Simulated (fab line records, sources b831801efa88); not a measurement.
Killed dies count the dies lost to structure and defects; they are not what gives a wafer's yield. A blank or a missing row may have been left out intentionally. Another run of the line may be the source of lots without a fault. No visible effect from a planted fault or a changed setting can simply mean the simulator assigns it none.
Problem report in the 8D (eight disciplines) form, filled by code	flow sky130	the parts of the form that need people (team, actions taken, sign-off) are left out

== 1. THE PROBLEM ==
run-length-s at SKY_LOCAL_INTERCONNECT_METAL_ETCH_14 reads a mean of 55.9 s on 4 wafers of 2 lots; wafers without a fault read 59.8 s with a standard deviation of 0.4. That is -9.9 standard deviations from the usual mean.
The step: etches TiN in Cl2/BCl3, stops on PSG, target depth 110 nm, time 31.4 s.
First seen on wafer L607.3, day 36 03:17, on rie-metal-03. The record has a number at this step for 39 wafers belonging to 13 lots. The rule behind "out" and "out of limits": a value lying over 4 standard deviations away from the usual mean. The other wafers with a number count as sound.

== 2. WHAT IT IS, WHAT IT ISN'T ==
question	is	is not
which readings at this step	run-length-s, oes-product-au	drypump-motor-current-A
which lots	L607, L608	L591, L594, L596, L597, L598, L600, L602, L603, L605, L609, L614
which wafers of those lots	L607.3, L607.6, L608.1, L608.4	L607.4, L608.5
read on which tools	rie-metal-03	rie-metal-01, rie-metal-04
when	from day 36 03:17	up to then (28 sound wafers); but 7 sound wafers of L608, L609, L614 came after

== 3. WHAT RULES OUT EACH SUSPECT ==
Counting: a tool at a process step up to the reading stays a suspect if it ran every lot that is out. Sound lots after the first of them don't rule it out here, since some wafers of a struck lot are sound.
- rie-metal-03 at SKY_LOCAL_INTERCONNECT_METAL_ETCH_14 (etches TiN in Cl2/BCl3, stops on PSG, target depth 110 nm, time 31.4 s): kept. It processed each lot that is out (first: L607, day 36 03:17); up to then, its last sound lot is L605 (day 35 02:33). Its own oes-product-au, run-length-s readings are out on those wafers.
- At SKY_LOCAL_INTERCONNECT_METAL_ETCH_14 on rie-metal-03, chamber 1 took the sound wafers of the same lots and chamber 0 took the wafers that are out.
The count leaves rie-metal-03 at SKY_LOCAL_INTERCONNECT_METAL_ETCH_14.

== 4. THE CAUSE (what the simulator had put in) ==
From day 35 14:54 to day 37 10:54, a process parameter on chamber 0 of rie-metal-03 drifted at SKY_LOCAL_INTERCONNECT_METAL_ETCH_14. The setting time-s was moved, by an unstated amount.
This tool alone remained once counting was done.

== 5. THE EFFECT CHAIN, in route order ==
One row per reading whose mean, taken over the struck wafers that have a number, lies over 3 standard deviations from the usual. Only readings whose record carries a usual standard deviation are examined. hours: median over the lots of the time between each lot's start at the first step of this table that gives one and its start at this step. sigmas: the change, counted in usual standard deviations.
hours	step	reading	usual	on struck wafers	change	sigmas
0	SKY_LOCAL_INTERCONNECT_METAL_ETCH_14	oes-product-au	0.944 a.u.	1.002	+0.058	+6.0
0	SKY_LOCAL_INTERCONNECT_METAL_ETCH_14	run-length-s	59.8 s	55.9	-3.9	-9.9
332	SKY_PAD_OPEN_PROBE_99	killed-at-contacts	24	215	+191	+38
332	SKY_PAD_OPEN_PROBE_99	killed-dies	86	278	+192	+20
332	SKY_PAD_OPEN_PROBE_99	killed-on-rim	17	43	+26	+7.3
Its process steps:
- SKY_LOCAL_INTERCONNECT_METAL_ETCH_14: etches TiN in Cl2/BCl3, stops on PSG, target depth 110 nm, time 31.4 s.
- SKY_PAD_OPEN_PROBE_99

== 6. HOW IT WOULD HAVE BEEN CAUGHT EARLIER ==
In this record the first reading out of limits was taken at day 36 03:17, 12 hours after the fault began at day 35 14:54.
